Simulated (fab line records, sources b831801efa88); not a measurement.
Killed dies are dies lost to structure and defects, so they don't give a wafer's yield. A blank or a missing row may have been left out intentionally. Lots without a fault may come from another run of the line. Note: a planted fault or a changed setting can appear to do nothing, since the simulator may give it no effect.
One fault through the eyes of 2 desks + flow sky130 + what lay behind the numbers comes last; until then each desk has only its own

== TOOL OWNER'S DESK, pvd sputter-02 ==
The tool's own readings at SKY_METAL3_SPUTTER_01 (material TiN, target thk 20 nm, time 16.7 s): means of the sampled wafers that have a number, for each lot that ran on this tool. Any lot whose mean is over 4 standard deviations away from the usual mean is out of limits and marked OUT; that distance is given in the brackets.
Columns: A = throttle valve pct at SKY_METAL3_SPUTTER_01, usual 30.3 %
| lot  | first seen here | A    |
|------|-----------------|------|
| L641 | day 38 08:52    | 31.7 |
| L654 | day 42 04:33    | 30.9 |
| L653 | day 42 07:37    | 30.2 |
This desk's verdict: no lot among the 3 shows anything out of limits.

== FROM THE METROLOGY DESK ==
What the gauges read for every lot (on any tool): the sampled wafers with a number, averaged. Any lot whose mean is over 4 standard deviations away from the usual mean is out of limits and marked OUT; that distance is given in the brackets.
Columns: A = VIA2_W_RS at SKY_VIA2_RS_MEAS_22, usual 0.269 ohm/sq; B = VIA2_W_THK at SKY_VIA2_THK_MEAS_23, usual 430 nm
| lot  | first seen here | A     | B   |
|------|-----------------|-------|-----|
| L641 | day 38 08:23    | 0.266 | 434 |
| L645 | day 39 17:50    | 0.274 | 417 |
| L652 | day 41 23:54    | 0.269 | 429 |
| L654 | day 42 04:02    | 0.267 | 430 |
| L653 | day 42 07:06    | 0.264 | 444 |
| L655 | day 42 10:27    | 0.271 | 425 |
This desk's verdict: no lot among the 6 shows anything out of limits.

== BROUGHT TOGETHER ==
Nothing out of limits was seen by the tool owner's desk.
From the metrology desk's view, nothing was out of limits.

== WHAT WAS PUT IN BY THE SIMULATOR ==
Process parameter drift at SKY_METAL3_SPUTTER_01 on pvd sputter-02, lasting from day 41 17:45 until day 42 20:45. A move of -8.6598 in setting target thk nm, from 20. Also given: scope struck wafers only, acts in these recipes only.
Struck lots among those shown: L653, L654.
